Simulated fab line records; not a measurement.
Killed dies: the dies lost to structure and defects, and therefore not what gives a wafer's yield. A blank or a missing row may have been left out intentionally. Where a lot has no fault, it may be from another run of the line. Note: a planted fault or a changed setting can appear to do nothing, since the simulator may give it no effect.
The tool behind it: which one? -- flow sky130 -- 12 lots with 34 wafers sampled at 3 steps, on a route of 708 steps

== WHAT EACH GAUGE READ, for each wafer ==
SKY_CAPM_RS_MEAS_03: the measuring method here is four-point-probe. Usual: CAPM_TIN_RS gives 6.89 ohm/sq (standard deviation 0.058).
lot,measured,on,CAPM_TIN_RS (ohm/sq),flag
L855,day 37 00:55,filmMetro-04,6.88 6.77 6.82,
L856,day 37 12:41,filmMetro-03,6.91 6.84 6.91,
L857,day 37 16:15,filmMetro-03,6.89 6.95 6.82,
L858,day 37 19:05,filmMetro-03,6.84 6.88 6.77,
L859,day 38 03:45,filmMetro-03,6.93 6.85 6.88,
L860,day 39 00:11,filmMetro-04,6.91 6.82 6.94,
L868,day 40 17:50,filmMetro-04,6.89 7.11,
L869,day 40 20:34,filmMetro-04,6.85 7.09,
L874,day 42 05:58,filmMetro-03,6.90 6.90 6.97,
L875,day 42 09:43,filmMetro-02,6.86 6.93 6.93,
L876,day 42 13:33,filmMetro-04,6.92 6.83 6.86,
L877,day 42 17:25,filmMetro-02,6.80 6.90 6.93,

SKY_CAPM_THK_MEAS_04: measures by xrf. Usual: CAPM_TIN_THK gives 200.6 nm (standard deviation 1.8).
lot,measured,on,CAPM_TIN_THK (nm),flag
L855,day 37 01:01,filmMetro-04,199.8 202.9 202.1,
L856,day 37 12:47,filmMetro-03,200.7 202.3 201.4,
L857,day 37 16:22,filmMetro-03,202.2 199.1 203.1,
L858,day 37 19:11,filmMetro-03,203.8 200.8 204.6,
L859,day 38 03:50,filmMetro-03,198.8 201.7 199.7,
L860,day 39 00:19,filmMetro-04,200.9 203.3 200.3,
L868,day 40 17:56,filmMetro-04,201.9 195.3,
L869,day 40 20:40,filmMetro-04,202.4 195.5,
L874,day 42 06:03,filmMetro-03,199.1 199.3 198.6,
L875,day 42 09:49,filmMetro-02,201.8 199.2 198.9,
L876,day 42 13:40,filmMetro-04,199.6 201.6 200.6,
L877,day 42 17:32,filmMetro-02,203.0 200.7 199.6,

== WHAT TOOL EACH LOT RAN ON (gives the tool, then ch and the chambers of the sampled wafers, and finally the start) ==
lot,SKY_CAPM_SPUTTER_02
L855,"pvdSputter-01, day 37 00:47"
L856,"pvdSputter-01, day 37 12:32"
L857,"pvdSputter-04, day 37 16:08"
L858,"pvdSputter-01, day 37 18:57"
L859,"pvdSputter-01, day 38 03:35"
L860,"pvdSputter-01, day 39 00:05"
L868,"pvdSputter-03, day 40 17:41"
L869,"pvdSputter-03, day 40 20:25"
L874,"pvdSputter-01, day 42 05:47"
L875,"pvdSputter-01, day 42 09:34"
L876,"pvdSputter-04, day 42 13:25"
L877,"pvdSputter-01, day 42 17:19"
- SKY_CAPM_SPUTTER_02: material TiN, target thk 200 nm, time 166.7 s.

== WHAT THE TOOLS THEMSELVES READ (means of the sampled wafers that have a number; where no wafer has one, the mark that the record gives instead) ==
SKY_CAPM_SPUTTER_02. Usual: throttleValvePct at 29.3 %, with a standard deviation of 1.
lot,tool,throttleValvePct (%),flag
L855,pvdSputter-01,29.6,
L856,pvdSputter-01,29.2,
L857,pvdSputter-04,30.0,
L858,pvdSputter-01,29.0,
L859,pvdSputter-01,29.5,
L860,pvdSputter-01,29.8,
L868,pvdSputter-03,28.5,
L869,pvdSputter-03,28.3,
L874,pvdSputter-01,29.0,
L875,pvdSputter-01,29.0,
L876,pvdSputter-04,29.7,
L877,pvdSputter-01,29.6,

== THE ANSWER, worked out from the rows above alone ==
Rule: a lot counts as off when the mean over its wafers that have a number is more than 3 standard deviations away from the usual mean. Also off: a lot with no number at a reading for which 4 or more lots have one. The other lots that the step has rows for count as sound. After the gauges, taken in route order, come the tools' own readings; for these a lot's mean is taken, as printed above. At the first step where some lot is off, the reading lying furthest off is the one used; lots without a number count as furthest.
Nothing can be told from this: no lot is off at any reading shown.

== WHAT WAS PUT IN BY THE SIMULATOR ==
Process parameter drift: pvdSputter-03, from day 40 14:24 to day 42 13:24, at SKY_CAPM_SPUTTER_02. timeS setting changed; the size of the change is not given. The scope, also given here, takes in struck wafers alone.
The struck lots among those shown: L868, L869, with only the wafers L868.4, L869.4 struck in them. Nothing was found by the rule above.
